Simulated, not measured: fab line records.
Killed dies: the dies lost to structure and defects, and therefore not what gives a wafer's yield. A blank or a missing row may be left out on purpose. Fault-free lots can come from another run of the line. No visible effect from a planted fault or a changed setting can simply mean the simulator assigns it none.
Comparing a struck lot with a sound one | flow gf180mcu | 14 steps out of a route of 602
Sound: wafers L986.4, L986.5, L986.6. The struck wafers were L103.1, L103.3, L103.5. The cause is given at the end.
For every step that has rows: the tool of each side, followed by ch and its chambers, followed by its first start. Under that, the readings that differ: sound wafers | struck wafers | difference of the means | sigmas: that difference in standard deviations of wafers without a fault.
alike: readings whose means differ by less than 2 such deviations, and words and numbers that are the same on both sides. not compared: withheld readings, readings that some wafer has no value for, bounds like >300 that may hide the same value, and numbers for which the record gives no deviation and whose values overlap.
A row with sigmas, a row that says differs or no value, or rows on one side alone: a step with any of these is where the two part. Numbers that don't overlap but have no deviation are shown without sigmas and don't part them. A reading that every wafer of one side lacks parts them only if that side has two wafers or more.

first, 6 steps without rows for these wafers: GF_DNWELL_COAT_02 (resist thk 3000 nm); GF_DNWELL_SOFTBAKE_03; GF_DNWELL_EXPOSE_04 (exposes mask DNWELL, target cd 1700 nm); GF_DNWELL_PEB_05; GF_DNWELL_DEVELOP_06 (develop time 60 s); GF_DNWELL_IMPLANT_07.
GF_DNWELL_STRIP_08: strips in O2/N2.
  sound on plasmaAsher-04 ch 0,1, day 3 00:38; struck on plasmaAsher-02 ch 0,1, day 6 17:46
reading                  | sound       | struck      | difference | sigmas
drypumpMotorCurrentA (A) | 5.4 5.6 5.4 | 6.5 6.8 6.8 | +1.2       | +2
heaterPowerW (W)         | 271 345 265 | 361 355 362 | +66        | +2
  alike: oesProductAu, stripTimeToEndpointS
  not compared: rfHoursCounterH
GF_DNWELL_TW_MEAS_09:
  sound on filmMetro-04 at day 3 00:44; struck on filmMetro-03 at day 6 17:53
  alike: DNWELL_TW
then, 4 steps without rows for these wafers: GF_NWELL_DEHYDRATE_00 (time 60 s); GF_NWELL_HMDS_01 (prime time 60 s); GF_NWELL_COAT_02 (resist thk 3000 nm); GF_NWELL_SOFTBAKE_03.
GF_NWELL_EXPOSE_04: exposes mask Nwell, target cd 860 nm.
  struck on ilineStepper-02, day 7 02:22; sound on ilineStepper-01 ch 0, day 3 06:50
  no value came back on the struck wafers for exposureDoseMJCm2, focusOffsetNm (nm); on the sound wafers exposureDoseMJCm2 reads 260.10 259.90 259.94
  alike: mask
next, for these wafers, 1 step has no rows: GF_NWELL_PEB_05.

## WHERE THEY PART
Last at GF_NWELL_EXPOSE_04 as far as this record goes, first at GF_DNWELL_STRIP_08.

WHY: what the simulator had put in
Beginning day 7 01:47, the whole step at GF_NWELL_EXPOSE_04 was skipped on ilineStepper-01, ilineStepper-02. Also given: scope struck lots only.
